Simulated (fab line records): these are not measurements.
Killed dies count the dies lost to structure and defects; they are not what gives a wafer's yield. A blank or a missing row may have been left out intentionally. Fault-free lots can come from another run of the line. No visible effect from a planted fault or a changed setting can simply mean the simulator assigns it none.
Comparing a struck lot with a sound one ; flow sky130 ; 43 out of 708 route steps
Sound: these wafers, L203.2, L203.4, L203.6. Wafers L220.1, L220.2, L220.3 were the ones struck. The cause comes at the end.
Each step with rows lists, per side, the tool, then ch with its chambers, then its first start. Under that, the readings that differ: sound wafers ; struck wafers ; difference of the means ; sigmas: that difference in standard deviations of wafers without a fault.
alike: words and numbers the same on both sides, and readings whose means are apart by under 2 such deviations; not compared: readings that were withheld, readings missing a value for some wafer, numbers with overlapping values and no deviation given by the record, and bounds like >300 which may hide the same value.
The two part at a step that has a row with sigmas, a row that says differs or no value, or rows on one side only. Numbers that don't overlap but have no deviation are shown without sigmas and don't part them. Lack of a reading on every wafer of one side parts them only where that side has two or more wafers.

SKY_LDD_HVP_STRIP_09: strips in O2/N2.
  sound on plasma_asher-02 ch 0, day 21 15:40; struck on plasma_asher-02 ch 0,1, day 30 09:07
reading;sound;struck;difference;sigmas
strip_time_to_endpoint_s (s);4.141 4.113 4.143;4.185 4.158 4.177;+0.041;+2
  alike: drypump_motor_current_A, oes_product_au
  not compared: rf_hours_counter_h
SKY_LDD_HVP_TW_MEAS_10:
  sound: film_metro-02 at day 21 15:47; struck: film_metro-02 at day 30 09:13
  alike: LDD_HVP_TW
then, 7 steps without rows for these wafers: SKY_LDD_LDN_DEHYDRATE_00 (time 60 s); SKY_LDD_LDN_HMDS_01 (prime time 60 s); SKY_LDD_LDN_COAT_02 (resist thk 1140 nm); SKY_LDD_LDN_SOFTBAKE_03 (time 60 s); SKY_LDD_LDN_EXPOSE_04 (exposes mask LDNTM, target cd 700 nm); SKY_LDD_LDN_PEB_05; SKY_LDD_LDN_DEVELOP_06 (develop time 60 s).
SKY_LDD_LDN_OVL_MEAS_07:
  sound: overlay-01 at day 22 17:41; struck: overlay-02 at day 31 13:02
  alike: LDD_LDN_OVL
then, 2 steps without rows for these wafers: SKY_LDD_LDN_IMPLANT_08; SKY_LDD_LDN_IMPLANT_09.
SKY_LDD_LDN_IMPLANT_10:
  sound on implanter-03 ch 0, day 22 18:03; struck on implanter-01 ch 0, day 31 13:22
after that, 1 step had no rows for these wafers: SKY_LDD_LDN_IMPLANT_11.
SKY_LDD_LDN_STRIP_12: strips in O2/N2.
  sound on plasma_asher-04 ch 0,1, day 22 18:19; struck on plasma_asher-01 ch 0,1, day 31 13:40
  alike: drypump_motor_current_A, oes_product_au, strip_time_to_endpoint_s
  not compared: rf_hours_counter_h
SKY_LDD_LDN_TW_MEAS_13:
  sound: film_metro-01 at day 22 18:26; struck: film_metro-02 at day 31 13:46
  alike: LDD_LDN_TW
then, 2 steps without rows for these wafers: SKY_LDD_LDN_CLEAN_14 (cleans in SC1/SC2, time 150 s); SKY_SPACER_CVD_00 (deposits Si3N4 from DCS/NH3, target thk 43.1 nm, time 740 s).
SKY_SPACER_THK_MEAS_01:
  sound: film_metro-04 at day 24 05:16; struck: film_metro-01 at day 31 15:42
  alike: SPACER_CVD_00_THK
SKY_SPACER_ETCHBACK_02: etches Si3N4 in CH3F/O2, stops on SiO2, time 46.7 s, target depth 45 nm.
  sound on rie_diel-03 ch 1,2, day 24 05:19; struck on rie_diel-01 ch 0,2,3, day 31 15:46
  alike: bias_w, drypump_motor_current_A, oes_product_au, throttle_valve_pct
  not compared: rf_hours_counter_h
then, 8 steps without rows for these wafers: SKY_POLY_CUT_DEHYDRATE_00 (time 60 s); SKY_POLY_CUT_HMDS_01 (prime time 60 s); SKY_POLY_CUT_COAT_02 (resist thk 60 nm); SKY_POLY_CUT_COAT_03 (resist thk 450 nm); SKY_POLY_CUT_SOFTBAKE_04 (time 90 s); SKY_POLY_CUT_EXPOSE_05 (exposes mask NPCM, target cd 270 nm); SKY_POLY_CUT_PEB_06; SKY_POLY_CUT_DEVELOP_07 (develop time 60 s).
SKY_POLY_CUT_CD_MEAS_08: the cd target is 270 nm.
  sound: cd_sem-02 at day 25 13:41; struck: cd_sem-01 at day 32 18:59
  alike: cd_nm
SKY_POLY_CUT_OVL_MEAS_09:
  sound: overlay-02 at day 25 13:48; struck: overlay-02 at day 32 19:07
  alike: POLY_CUT_OVL
then, 1 step without rows for these wafers: SKY_POLY_CUT_ETCH_10 (etches BARC in N2/H2, stops on SiO2, time 45.9 s, target depth 60 nm).
SKY_POLY_CUT_ETCH_11: etches Si3N4 in CF4/CH2F2/Ar, stops on poly-Si, time 42.5 s, target depth 60 nm.
  sound on rie_diel-04 ch 0,2,3, day 25 13:52; struck on rie_diel-01 ch 0,1,3, day 32 19:11
  alike: bias_w, drypump_motor_current_A, oes_product_au, throttle_valve_pct
  not compared: rf_hours_counter_h
SKY_POLY_CUT_STRIP_12: strips in O2/N2.
  sound on plasma_asher-02 ch 0,1, day 25 13:55; struck on plasma_asher-03 ch 0,1, day 32 19:13
  alike: drypump_motor_current_A, oes_product_au, strip_time_to_endpoint_s
  not compared: rf_hours_counter_h
then, 7 steps without rows for these wafers: SKY_SD_P_DEHYDRATE_00 (time 60 s); SKY_SD_P_HMDS_01 (prime time 60 s); SKY_SD_P_COAT_02 (resist thk 1140 nm); SKY_SD_P_SOFTBAKE_03 (time 60 s); SKY_SD_P_EXPOSE_04 (exposes mask PSDM, target cd 380 nm); SKY_SD_P_PEB_05; SKY_SD_P_DEVELOP_06 (develop time 60 s).
SKY_SD_P_CD_MEAS_07: the cd target is 380 nm.
  sound: cd_sem-01 at day 26 18:45; struck: cd_sem-02 at day 33 20:59
  alike: cd_nm
SKY_SD_P_OVL_MEAS_08:
  sound: overlay-01 at day 26 18:52; struck: overlay-01 at day 33 21:06
  alike: SD_P_OVL
-- record jumps: 18 days separate the struck wafers' starts on either side; left off in module SD_P, taken up again in module PAD_OPEN, whose first shown step is the route's number 708 --
SKY_PAD_OPEN_PROBE_99:
  sound: prober-02 at day 46 23:18; struck: prober-01 at day 51 13:52
  alike: killed_at_M0_to_M3, killed_at_M4_up, killed_at_contacts, killed_at_front_end, killed_at_other, killed_dies, killed_open, killed_short
  not compared: model.etest.tip_sonos.rs_ohm_sq_range

## WHERE THEY PART
Within this record, at SKY_LDD_HVP_STRIP_09 only. Later steps at which nothing parts them and some readings are alike: SKY_LDD_HVP_TW_MEAS_10, SKY_LDD_LDN_OVL_MEAS_07, SKY_LDD_LDN_STRIP_12, SKY_LDD_LDN_TW_MEAS_13, SKY_SPACER_THK_MEAS_01, SKY_SPACER_ETCHBACK_02, SKY_POLY_CUT_CD_MEAS_08, SKY_POLY_CUT_OVL_MEAS_09, SKY_POLY_CUT_ETCH_11, SKY_POLY_CUT_STRIP_12, SKY_SD_P_CD_MEAS_07, SKY_SD_P_OVL_MEAS_08, SKY_PAD_OPEN_PROBE_99.

WHY: the cause the simulator had injected
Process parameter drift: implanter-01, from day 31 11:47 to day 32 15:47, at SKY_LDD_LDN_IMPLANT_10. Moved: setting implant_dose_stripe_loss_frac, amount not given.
